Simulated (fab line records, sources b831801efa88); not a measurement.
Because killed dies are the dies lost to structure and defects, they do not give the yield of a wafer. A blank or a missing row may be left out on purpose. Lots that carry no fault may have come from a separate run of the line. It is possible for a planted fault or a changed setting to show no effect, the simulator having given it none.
A single fault, viewed from 2 desks	flow gf180mcu	numbers are kept per desk, each desk with only its own; the story behind them comes last

METROLOGY DESK
What the gauges read, lot by lot, whatever tool the lot ran on: means of the sampled wafers that have a number. The brackets show how far a lot's mean lies from the usual mean; more than 4 standard deviations puts the lot out of limits, marked OUT.
Columns: A = cd-nm at GF_CONTACT_CD_MEAS_14, usual 220.1 nm
lot	first seen here	A
L634	day 16 05:05	219.2
L635	day 16 08:59	220.6
L636	day 16 18:10	218.8
L637	day 17 03:01	219.9
L639	day 17 20:10	220.9
L640	day 18 05:12	221.7
L642	day 19 03:25	219.9
L644	day 19 22:58	222.6
L646	day 20 16:51	219.5
L647	day 20 17:47	219.8
L648	day 21 23:33	219.3
L650	day 22 10:09	218.8
L656	day 24 10:14	221.3
L657	day 24 18:21	220.1
This desk found nothing out of limits on any of the 14 lots.

THE TOOL OWNER'S DESK: iline-stepper-01
The tool's own readings at GF_LVPWELL_EXPOSE_04 (exposes mask LVPWELL, target cd 600 nm): means of the sampled wafers that have a number, for each lot that ran on this tool. The brackets show how far a lot's mean lies from the usual mean; more than 4 standard deviations puts the lot out of limits, marked OUT.
Columns: A = exposure-dose-mJ-cm2 at GF_LVPWELL_EXPOSE_04, usual 259.93
lot	first seen here	A
L635	day 3 20:33	259.89
L636	day 4 01:31	259.98
L637	day 4 08:05	259.72
L640	day 4 23:17	259.71
L642	day 5 10:02	259.77
L647	day 6 06:41	259.96
L650	day 7 10:23	227.08 (-99 or more) OUT
L656	day 8 23:40	227.25 (-99 or more) OUT
This desk finds L650, L656 out of limits, L650 being first, at day 7 10:23 (exposure-dose-mJ-cm2 at GF_LVPWELL_EXPOSE_04). L635, L636, L637, L640, L642, L647 stayed within limits.

ALL TOGETHER
The tool owner's desk could have raised an alarm at day 7 10:23, on L650, L656.
Metrology desk: nothing out of limits seen.
The metrology desk has L650, L656 on record, within its limits.
Of the lots named, all ran GF_LVPWELL_EXPOSE_04 on iline-stepper-01.

WHAT THE SIMULATOR HAD PUT IN
Drift in process parameters on iline-stepper-01 at GF_LVPWELL_EXPOSE_04, starting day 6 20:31. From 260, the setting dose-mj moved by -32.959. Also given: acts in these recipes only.
Struck lots among those shown: L650, L656.
Each desk's first reading out of limits, in hours after the fault started: the tool owner's desk, 14.
